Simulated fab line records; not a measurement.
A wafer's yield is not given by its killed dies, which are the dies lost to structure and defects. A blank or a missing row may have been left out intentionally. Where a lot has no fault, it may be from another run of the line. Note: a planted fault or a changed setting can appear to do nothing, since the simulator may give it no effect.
Code-filled problem report in 8D (eight disciplines) form -- flow gf180mcu -- the parts of the form that need people (team, actions taken, sign-off) are left out

== 1. THE PROBLEM ==
Wafers without a fault read 1.013e+12, standard deviation 9.5e+08; dose-ions-cm2 at GF_VT_IMPLANT_IMPLANT_41 reads a mean of 8.782e+11 on 6 wafers belonging to 2 lots. That is -99 or more standard deviations from the usual mean.
Earliest sighting: wafer L926.2 on implanter-03 at day 10 13:01. The record holds 42 wafers of 14 lots with a number at this step. By rule, "out" or "out of limits" means more than 4 standard deviations away from the usual mean. All remaining wafers that have a number are taken as sound.

== 2. WHAT IT IS AND WHAT IT IS NOT ==
question,is,is not
which readings at this step,"dose-ions-cm2, faraday-current-uA",beam-energy-keV
which lots,"L926, L928","L915, L916, L917, L919, L921, L922, L923, L924, L925, L927, L937, L938"
which wafers of those lots,all that have a number,-
read on which tools,implanter-03,"implanter-01, implanter-04"
when,from day 10 13:01,"up to then (27 sound wafers); but 9 sound wafers of L927, L937, L938 came after"

== 3. SUSPECTS, AND WHAT RULES EACH OUT ==
Counting: a tool at any process step up to the reading remains a suspect when it ran all the lots that are out and ran no sound lot after the first of those.
- implanter-03 at GF_VT_IMPLANT_IMPLANT_41: ruled out as a lasting fault. Sound lots L938 ran on it after its first lot that is out, L926 (day 10 13:01).
Left after counting: nothing in the record.

== 4. THE CAUSE (what the simulator had put in) ==
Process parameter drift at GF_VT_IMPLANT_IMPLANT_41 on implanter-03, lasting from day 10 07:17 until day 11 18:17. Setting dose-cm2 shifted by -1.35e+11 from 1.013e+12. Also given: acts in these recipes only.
Counting ruled it out, wrongly.

== 5. THE CHAIN OF EFFECTS, in route order ==
One row per reading whose mean, taken over the struck wafers that have a number, lies over 3 standard deviations from the usual. Only readings for which the record gives a usual standard deviation are gone through. hours: the time from each lot's start at the first step in this table that gives one to its start at this step, as a median over the lots. sigmas: the change in usual standard deviations.
hours,step,reading,usual,on struck wafers,change,sigmas
0,GF_VT_IMPLANT_IMPLANT_41,dose-ions-cm2,1.013e+12,8.782e+11,-1.348e+11,-99 or more
0,GF_VT_IMPLANT_IMPLANT_41,faraday-current-uA,5.71,4.92,-0.79,-6.6
The process steps in it:
- GF_VT_IMPLANT_IMPLANT_41
Later steps that measure or inspect, where all struck wafers having a row at the step show a number for every such reading and not one has moved that far: GF_CONTACT_OVL_MEAS_15.

== 6. HOW IT WOULD HAVE BEEN CAUGHT EARLIER ==
In this record the first reading out of limits was taken at day 10 13:01, 6 hours after the fault began at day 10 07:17.
